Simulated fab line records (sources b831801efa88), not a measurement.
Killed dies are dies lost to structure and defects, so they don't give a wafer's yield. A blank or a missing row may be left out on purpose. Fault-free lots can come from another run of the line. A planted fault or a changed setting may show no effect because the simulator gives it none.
What tool caused it? / flow gf180mcu / 7 lots, 21 wafers sampled, at 2 steps of a route of 602

== WHAT THE GAUGES READ, wafer by wafer ==
GF_HV_LDD_TW_MEAS_38.
lot=L228; measured=day 12 19:23; on=film_metro-04; HV_LDD_3_TW=1423 1428 1425
lot=L231; measured=day 13 13:01; on=film_metro-03; HV_LDD_3_TW=1412 1407 1410
lot=L235; measured=day 14 18:42; on=film_metro-01; HV_LDD_3_TW=1536 1532 1527
lot=L241; measured=day 16 16:59; on=film_metro-03; HV_LDD_3_TW=1399 1400 1399
lot=L243; measured=day 17 08:49; on=film_metro-01; HV_LDD_3_TW=1432 1428 1427
lot=L245; measured=day 18 02:15; on=film_metro-01; HV_LDD_3_TW=1423 1420 1424
lot=L247; measured=day 18 17:01; on=film_metro-03; HV_LDD_3_TW=1409 1407 1410

== EACH LOT AND THE TOOL THAT RAN IT (in order: tool; ch and the chambers of the sampled wafers; start) ==
lot=L228; GF_HV_LDD_IMPLANT_35=implanter-02 ch 0, day 12 19:01
lot=L231; GF_HV_LDD_IMPLANT_35=implanter-01 ch 0, day 13 12:38
lot=L235; GF_HV_LDD_IMPLANT_35=implanter-04 ch 0, day 14 17:59
lot=L241; GF_HV_LDD_IMPLANT_35=implanter-01 ch 0, day 16 16:35
lot=L243; GF_HV_LDD_IMPLANT_35=implanter-02 ch 0, day 17 08:27
lot=L245; GF_HV_LDD_IMPLANT_35=implanter-02 ch 0, day 18 01:53
lot=L247; GF_HV_LDD_IMPLANT_35=implanter-02 ch 0, day 18 16:32
- GF_HV_LDD_IMPLANT_35

== THE ANSWER, worked out from the rows above alone ==
Rule: the lots themselves supply what counts as usual. The widest of any qualifying gaps counts: lots, ordered by their means at a reading, are off when they make up no more than a third of the lots, leave a main group of 4 or more, and stand apart from it by 3 or more times the standard deviation of that group's means. If all means in a main group match to the digits the tables above print for the reading, that group is not used. Also off: a lot with no number at a reading for which 4 or more lots have one. The other lots that the step has rows for count as sound.
Off: L235, seen at GF_HV_LDD_TW_MEAS_38 (HV_LDD_3_TW). For the main group the mean is 1416 and the standard deviation 11.
If a tool, at a process step before that reading, ran all the lots that are off and no sound lot after the first of them, it fits. The gauges at GF_HV_LDD_TW_MEAS_38 are tried like those tools. One fits: GF_HV_LDD_IMPLANT_35 on implanter-04. It ran no sound lot before its first lot that is off in this sample, so the start can't be narrowed down.

== WHAT THE SIMULATOR HAD INSERTED ==
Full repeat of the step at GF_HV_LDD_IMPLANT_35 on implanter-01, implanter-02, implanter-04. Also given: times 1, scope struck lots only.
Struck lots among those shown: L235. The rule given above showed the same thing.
